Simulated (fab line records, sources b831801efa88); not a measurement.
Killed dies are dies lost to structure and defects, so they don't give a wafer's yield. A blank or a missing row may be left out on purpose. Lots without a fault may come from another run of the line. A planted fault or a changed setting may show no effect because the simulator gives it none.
Which tool did it? | flow sky130 | 12 lots, 36 wafers sampled, at 1 step of a route of 708

WHAT THE GAUGES READ, wafer by wafer
SKY_VT_ADJUST_NCORE_CD_MEAS_07: target cd 380 nm.
lot  | measured     | on        | cd_nm (nm)
L075 | day 9 01:43  | cd_sem-01 | 380 376 376
L077 | day 9 08:44  | cd_sem-01 | 380 383 381
L079 | day 10 02:23 | cd_sem-01 | 374 379 376
L081 | day 10 17:29 | cd_sem-02 | 383 384 383
L083 | day 11 10:41 | cd_sem-01 | 381 379 378
L085 | day 11 18:46 | cd_sem-01 | 379 379 381
L087 | day 12 06:53 | cd_sem-01 | 382 385 382
L089 | day 12 23:18 | cd_sem-01 | 384 379 381
L091 | day 13 11:23 | cd_sem-01 | 384 381 385
L093 | day 14 02:01 | cd_sem-01 | 381 381 382
L095 | day 14 14:58 | cd_sem-02 | 378 378 379
L097 | day 15 12:55 | cd_sem-02 | 378 379 377

WHICH TOOL RAN EACH LOT (tool, then ch and the chambers of the sampled wafers, then the start)
The record holds no process step before these readings.

THE ANSWER, worked out from the rows above alone
Rule: what is usual is taken from the lots themselves. Put in order of their means at a reading, lots are off if they are a third of the lots or fewer, leave a main group of 4 or more, and stand apart from it by a gap of 3 or more times the standard deviation of the main group's means; of several such gaps the widest counts. A main group whose means are all the same, to the digits that the tables above print for the reading, isn't used. A lot without any number at a reading at which 4 lots or more have one is off too. The other lots that the step has rows for count as sound.
No lot is off at any reading shown: from this, nothing can be told.

WHAT THE SIMULATOR HAD PUT IN
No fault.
